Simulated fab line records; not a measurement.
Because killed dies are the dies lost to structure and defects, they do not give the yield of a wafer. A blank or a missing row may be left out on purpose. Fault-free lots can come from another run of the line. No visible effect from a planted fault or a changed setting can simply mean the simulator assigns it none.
Chamber matching || flow gf180mcu || 3 sister chambers for GF_V3_CVD_02 on pecvd-03
The step deposits SiO2 from TEOS, target thk 850 nm, time 94.851 s. 6 wafers are shown with their chamber, then 10 later ones without.

WAFERS PAIRED WITH THEIR CHAMBERS
{"wafer": "L082.6", "chamber": 2, "rf-fwd-power-W (W)": 594.6, "heater-power-w (W)": 679}
{"wafer": "L085.1", "chamber": 2, "rf-fwd-power-W (W)": 593.1, "heater-power-w (W)": 524}
{"wafer": "L085.3", "chamber": 0, "rf-fwd-power-W (W)": 599.1, "heater-power-w (W)": 638}
{"wafer": "L085.5", "chamber": 1, "rf-fwd-power-W (W)": 594.8, "heater-power-w (W)": 584}
{"wafer": "L090.1", "chamber": 0, "rf-fwd-power-W (W)": 597.9, "heater-power-w (W)": 677}
{"wafer": "L090.2", "chamber": 1, "rf-fwd-power-W (W)": 594.0, "heater-power-w (W)": 605}

WAFERS MISSING THEIR CHAMBER
{"wafer": "L090.6", "rf-fwd-power-W (W)": 595.2, "heater-power-w (W)": 657}
{"wafer": "L091.2", "rf-fwd-power-W (W)": 596.9, "heater-power-w (W)": 650}
{"wafer": "L091.4", "rf-fwd-power-W (W)": 595.0, "heater-power-w (W)": 656}
{"wafer": "L091.6", "rf-fwd-power-W (W)": 595.5, "heater-power-w (W)": 671}
{"wafer": "L092.2", "rf-fwd-power-W (W)": 590.9, "heater-power-w (W)": 694}
{"wafer": "L092.5", "rf-fwd-power-W (W)": 594.7, "heater-power-w (W)": 661}
{"wafer": "L092.6", "rf-fwd-power-W (W)": 596.0, "heater-power-w (W)": 648}
{"wafer": "L093.1", "rf-fwd-power-W (W)": 597.5, "heater-power-w (W)": 596}
{"wafer": "L093.2", "rf-fwd-power-W (W)": 598.9, "heater-power-w (W)": 697}
{"wafer": "L093.5", "rf-fwd-power-W (W)": 594.9, "heater-power-w (W)": 708}

THE CHAMBER EACH PASSED THROUGH
{"wafer": "L090.6", "from the rows above": "can't be placed: 1 or 2", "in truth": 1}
{"wafer": "L091.2", "from the rows above": "can't be placed: 0 or 1 or 2", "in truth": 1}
{"wafer": "L091.4", "from the rows above": "can't be placed: 1 or 2", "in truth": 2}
{"wafer": "L091.6", "from the rows above": "can't be placed: 1 or 2 or 0", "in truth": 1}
{"wafer": "L092.2", "from the rows above": "can't be placed: 2 or 1", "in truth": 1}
{"wafer": "L092.5", "from the rows above": "can't be placed: 1 or 2", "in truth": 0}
{"wafer": "L092.6", "from the rows above": "can't be placed: 1 or 2 or 0", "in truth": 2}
{"wafer": "L093.1", "from the rows above": 0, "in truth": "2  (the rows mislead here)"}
{"wafer": "L093.2", "from the rows above": 0, "in truth": 0}
{"wafer": "L093.5", "from the rows above": "can't be placed: 1 or 2", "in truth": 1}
Correctly placed: 1 of 10. These rows do not allow placing 8 (true chamber among the candidates in 7). Placed wrongly: 1.
How it was worked out, from the rows above alone: a wafer's distance from a chamber is the root of the sum, over the readings, of the square of ((its reading less the chamber's mean) divided by the reading's scatter). If the next closest chamber is less than 2 further off than the closest, the wafer can't be placed; otherwise it belongs to the closest. Each chamber's mean is taken over the wafers shown for it. The scatter: take each reading less its chamber's mean, square it, sum over the shown wafers, divide by the number of wafers less the number of chambers, and take the root.
